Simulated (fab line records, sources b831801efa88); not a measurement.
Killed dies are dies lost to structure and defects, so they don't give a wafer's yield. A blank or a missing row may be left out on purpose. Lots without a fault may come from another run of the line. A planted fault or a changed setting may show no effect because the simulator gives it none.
Which tool did it? | flow gf180mcu | 13 lots, 39 wafers sampled, at 4 steps of a route of 602

WHAT THE GAUGES READ, wafer by wafer
GF_TOP_METAL_OVL_MEAS_15.
lot  | measured     | on         | TOP_METAL_OVL (nm)
L552 | day 28 06:39 | overlay-02 | 0.6 0.7 -0.8
L553 | day 28 15:42 | overlay-02 | -3.4 -0.8 -3.0
L554 | day 28 16:17 | overlay-02 | 0.6 -1.2 -0.4
L555 | day 29 10:14 | overlay-02 | 1.1 0.4 -1.0
L556 | day 29 14:09 | overlay-01 | 1.6 0.7 0.6
L557 | day 30 02:37 | overlay-02 | 0.2 0.8 -0.1
L558 | day 30 11:36 | overlay-02 | 1.6 -0.1 0.8
L559 | day 30 15:29 | overlay-01 | -0.2 0.5 0.7
L560 | day 30 22:33 | overlay-01 | 1.4 -1.7 -1.6
L561 | day 31 05:03 | overlay-01 | 1.8 2.3 4.7
L564 | day 31 20:17 | overlay-01 | 0.4 1.6 1.7
L565 | day 32 04:33 | overlay-01 | -1.0 1.0 0.1
L571 | day 33 13:58 | overlay-02 | -1.6 -0.1 -0.9

GF_PASSIVATION_THK_MEAS_03.
lot  | measured     | on            | PASSIVATION_CVD_02_THK (nm)
L552 | day 28 07:53 | film_metro-04 | 683 709 694
L553 | day 28 17:05 | film_metro-02 | 685 701 721
L554 | day 28 17:32 | film_metro-04 | 700 694 689
L555 | day 29 11:32 | film_metro-04 | 705 701 705
L556 | day 29 15:35 | film_metro-02 | 709 703 715
L557 | day 30 04:01 | film_metro-04 | 701 715 718
L558 | day 30 12:56 | film_metro-02 | 693 701 700
L559 | day 30 16:41 | film_metro-01 | 687 705 701
L560 | day 30 23:51 | film_metro-01 | 704 717 707
L561 | day 31 06:46 | film_metro-01 | 698 705 705
L564 | day 31 21:32 | film_metro-01 | 693 708 698
L565 | day 32 05:44 | film_metro-01 | 701 695 710
L571 | day 33 15:29 | film_metro-04 | 695 702 702

WHICH TOOL RAN EACH LOT (tool, then ch and the chambers of the sampled wafers, then the start)
lot  | GF_V3_CLEAN_20                  | GF_TOP_METAL_SPUTTER_02
L552 | wet_bench-01 ch 2, day 22 16:45 | pvd_sputter-03, day 27 11:45
L553 | wet_bench-01 ch 0, day 23 01:42 | pvd_sputter-04, day 27 20:42
L554 | wet_bench-04 ch 0, day 23 04:57 | pvd_sputter-03, day 27 22:00
L555 | wet_bench-02 ch 0, day 23 22:36 | pvd_sputter-03, day 28 14:49
L556 | wet_bench-01 ch 0, day 24 04:06 | pvd_sputter-02, day 28 18:57
L557 | wet_bench-01 ch 0, day 24 14:50 | pvd_sputter-02, day 29 07:47
L558 | wet_bench-04 ch 1, day 25 07:23 | pvd_sputter-04, day 29 17:05
L559 | wet_bench-02 ch 0, day 25 09:52 | pvd_sputter-02, day 29 20:52
L560 | wet_bench-01 ch 2, day 25 18:38 | pvd_sputter-03, day 30 04:22
L561 | wet_bench-01 ch 2, day 26 03:30 | pvd_sputter-02, day 30 11:02
L564 | wet_bench-04 ch 0, day 26 19:42 | pvd_sputter-02, day 31 02:59
L565 | wet_bench-01 ch 1, day 27 06:38 | pvd_sputter-04, day 31 11:44
L571 | wet_bench-04 ch 1, day 28 22:40 | pvd_sputter-03, day 32 21:49
- GF_V3_CLEAN_20: cleans in DIW.
- GF_TOP_METAL_SPUTTER_02: material AlCu, target thk 900 nm, time 47.82 s.

WHAT THE TOOLS THEMSELVES READ (means of the sampled wafers that have a number; where no wafer has one, the mark that the record gives instead)
GF_TOP_METAL_SPUTTER_02.
lot  | tool           | cathode_dc_power_W (W) | chamber_pressure_pa (Pa) | throttle_valve_pct (%)
L552 | pvd_sputter-03 | 10599                  | 0.2999                   | 29.4
L553 | pvd_sputter-04 | 10601                  | 0.2996                   | 30.5
L554 | pvd_sputter-03 | 10599                  | 0.2996                   | 28.7
L555 | pvd_sputter-03 | 10601                  | 0.2997                   | 30.0
L556 | pvd_sputter-02 | 10601                  | 0.2999                   | 31.9
L557 | pvd_sputter-02 | 10599                  | 0.2999                   | 31.9
L558 | pvd_sputter-04 | 10598                  | 0.3001                   | 30.0
L559 | pvd_sputter-02 | 10601                  | 0.3000                   | 31.4
L560 | pvd_sputter-03 | 10600                  | 0.3002                   | 29.3
L561 | pvd_sputter-02 | 10601                  | 0.3004                   | 31.7
L564 | pvd_sputter-02 | 10600                  | 0.3001                   | 31.1
L565 | pvd_sputter-04 | 10600                  | 0.3005                   | 30.3
L571 | pvd_sputter-03 | 10601                  | 0.3003                   | 29.0

THE ANSWER, worked out from the rows above alone
Rule: what is usual is taken from the lots themselves. Put in order of their means at a reading, lots are off if they are a third of the lots or fewer, leave a main group of 4 or more, and stand apart from it by a gap of 3 or more times the standard deviation of the main group's means; of several such gaps the widest counts. A main group whose means are all the same, to the digits that the tables above print for the reading, isn't used. A lot without any number at a reading at which 4 lots or more have one is off too. The other lots that the step has rows for count as sound. The gauges are gone through in route order, then the tools' own readings, and for those a lot's mean is taken as printed above. The first step at which some lot is off is used, and at that step the reading that is off furthest; a lot without a number counts as furthest.
No lot is off at any reading shown: from this, nothing can be told.

WHAT THE SIMULATOR HAD PUT IN
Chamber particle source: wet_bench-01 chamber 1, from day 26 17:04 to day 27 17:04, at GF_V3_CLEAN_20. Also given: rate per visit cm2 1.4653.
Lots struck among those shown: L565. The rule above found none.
